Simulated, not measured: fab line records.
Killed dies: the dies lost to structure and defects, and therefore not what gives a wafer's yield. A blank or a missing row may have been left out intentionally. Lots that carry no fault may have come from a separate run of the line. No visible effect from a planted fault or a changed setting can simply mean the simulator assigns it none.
One fault through the eyes of 2 desks    flow sfq-line    each desk holds nothing but its own numbers, with what lay behind them at the end

FROM THE METROLOGY DESK
What the gauges read, lot by lot, whatever tool the lot ran on: means of the sampled wafers that have a number. Marked OUT: a lot whose mean sits more than 4 standard deviations from the usual mean, which makes it out of limits; the brackets give that distance.
Columns: A = I3_BOW at SFQ_I3_BOW_MEAS_922, usual 4 um
lot   first seen here  A
L547  day 36 12:35     -1
L548  day 37 17:53     16
L549  day 37 18:37     -12
L550  day 37 21:38     1
L551  day 39 21:35     13
L552  day 40 03:35     13
L553  day 40 09:59     -4
L554  day 40 21:35     -12
L557  day 41 13:35     2
L558  day 41 21:35     -2
L559  day 42 04:38     -16
L561  day 42 17:25     12
L566  day 52 05:19     14
L568  day 52 10:47     -3
L569  day 52 13:46     -4
Finding of this desk: none of the 15 lots has anything out of limits.

FOR THE TOOL OWNER'S DESK: litho-track-01
The tool's own readings at SFQ_TRILAYER_JJ_CE_LITHO_COAT_119 (resist thk 62 nm): means of the sampled wafers that have a number, for each lot that ran on this tool. Marked OUT: a lot whose mean sits more than 4 standard deviations from the usual mean, which makes it out of limits; the brackets give that distance.
Columns: A = exhaust-pa at SFQ_TRILAYER_JJ_CE_LITHO_COAT_119, usual 45.1 Pa; B = spin-speed-rpm at SFQ_TRILAYER_JJ_CE_LITHO_COAT_119, usual 3000.1 rpm
lot   first seen here  A     B
L547  day 49 07:25     45.5  2997.1
L551  day 51 16:14     44.3  2999.6
L552  day 51 23:28     44.4  3001.0
L553  day 52 05:13     45.7  3000.3
L554  day 52 15:28     44.7  2999.8
L558  day 57 23:14     44.6  2998.8
L559  day 58 10:14     45.6  2998.2
L561  day 59 02:05     47.1  3000.3
L566  day 62 11:49     44.3  2999.9
L568  day 63 02:19     45.0  3000.3
L569  day 63 05:52     45.9  3002.4
Finding of this desk: none of the 11 lots has anything out of limits.

TAKEN TOGETHER
Metrology desk: nothing out of limits seen.
Nothing out of limits was seen by the tool owner's desk.

WHAT HAD BEEN PUT IN BY THE SIMULATOR
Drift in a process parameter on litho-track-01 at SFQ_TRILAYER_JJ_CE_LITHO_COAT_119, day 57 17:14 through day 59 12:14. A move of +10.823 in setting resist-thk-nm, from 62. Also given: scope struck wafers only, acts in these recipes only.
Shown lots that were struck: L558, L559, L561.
